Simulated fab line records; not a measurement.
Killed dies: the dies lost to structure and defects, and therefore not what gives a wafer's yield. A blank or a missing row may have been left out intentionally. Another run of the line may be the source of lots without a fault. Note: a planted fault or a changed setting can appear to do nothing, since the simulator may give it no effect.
The tool behind it: which one? | flow sky130 | Sampling: 12 lots, 36 wafers, 2 of 708 route steps

## WHAT THE GAUGES READ, wafer by wafer
SKY_METAL3_CD_MEAS_13: the cd target is 300 nm.
lot  | measured     | on        | cd_nm (nm)
L675 | day 38 23:30 | cd_sem-02 | 302.7 302.2 300.9
L677 | day 39 08:11 | cd_sem-02 | 299.3 299.1 299.7
L678 | day 39 19:44 | cd_sem-01 | 300.9 300.7 300.6
L680 | day 40 07:56 | cd_sem-01 | 299.4 299.8 300.5
L683 | day 41 07:42 | cd_sem-02 | 299.3 298.2 297.8
L685 | day 42 00:03 | cd_sem-02 | 300.4 300.8 301.3
L686 | day 42 03:26 | cd_sem-02 | 298.9 298.8 299.9
L687 | day 42 09:33 | cd_sem-01 | 300.7 300.0 300.2
L688 | day 42 16:37 | cd_sem-01 | 301.6 301.1 302.6
L690 | day 43 10:46 | cd_sem-01 | 300.6 298.6 298.7
L696 | day 44 23:29 | cd_sem-02 | 299.7 299.1 300.0
L697 | day 45 06:42 | cd_sem-02 | 301.0 299.2 303.0

## EACH LOT AND THE TOOL THAT RAN IT (in order: tool; ch and the chambers of the sampled wafers; start)
lot  | SKY_METAL3_SPUTTER_03
L675 | pvd_sputter-02, day 36 19:21
L677 | pvd_sputter-02, day 37 04:50
L678 | pvd_sputter-01, day 37 16:09
L680 | pvd_sputter-04, day 38 05:06
L683 | pvd_sputter-01, day 39 06:12
L685 | pvd_sputter-04, day 39 23:20
L686 | pvd_sputter-04, day 40 02:30
L687 | pvd_sputter-04, day 40 08:53
L688 | pvd_sputter-02, day 40 15:34
L690 | pvd_sputter-02, day 41 11:04
L696 | pvd_sputter-01, day 43 02:08
L697 | pvd_sputter-02, day 43 08:29
- SKY_METAL3_SPUTTER_03: material Ti, target thk 5 nm, time 3.3 s.

## WHAT THE TOOLS THEMSELVES READ (means of the sampled wafers that have a number; where no wafer has one, the mark that the record gives instead)
SKY_METAL3_SPUTTER_03.
lot  | tool           | throttle_valve_pct (%)
L675 | pvd_sputter-02 | 30.4
L677 | pvd_sputter-02 | 30.5
L678 | pvd_sputter-01 | 29.4
L680 | pvd_sputter-04 | 30.1
L683 | pvd_sputter-01 | 28.7
L685 | pvd_sputter-04 | 30.0
L686 | pvd_sputter-04 | 29.8
L687 | pvd_sputter-04 | 30.2
L688 | pvd_sputter-02 | 30.3
L690 | pvd_sputter-02 | 30.3
L696 | pvd_sputter-01 | 29.6
L697 | pvd_sputter-02 | 29.9

## THE ANSWER, worked out from the rows above alone
Rule: what is usual is taken from the lots themselves. The widest of any qualifying gaps counts: lots, ordered by their means at a reading, are off when they make up no more than a third of the lots, leave a main group of 4 or more, and stand apart from it by 3 or more times the standard deviation of that group's means. Not used: any main group whose means are identical at the precision the tables above print for the reading. Also off: a lot with no number at a reading for which 4 or more lots have one. All remaining lots with rows at the step are treated as sound. The gauges are gone through in route order, then the tools' own readings, and for those a lot's mean is taken as printed above. The first step at which some lot is off is used, and at that step the reading that is off furthest; a lot without a number counts as furthest.
None of the lots is off at any reading shown; this tells nothing.

## WHAT THE SIMULATOR HAD PUT IN
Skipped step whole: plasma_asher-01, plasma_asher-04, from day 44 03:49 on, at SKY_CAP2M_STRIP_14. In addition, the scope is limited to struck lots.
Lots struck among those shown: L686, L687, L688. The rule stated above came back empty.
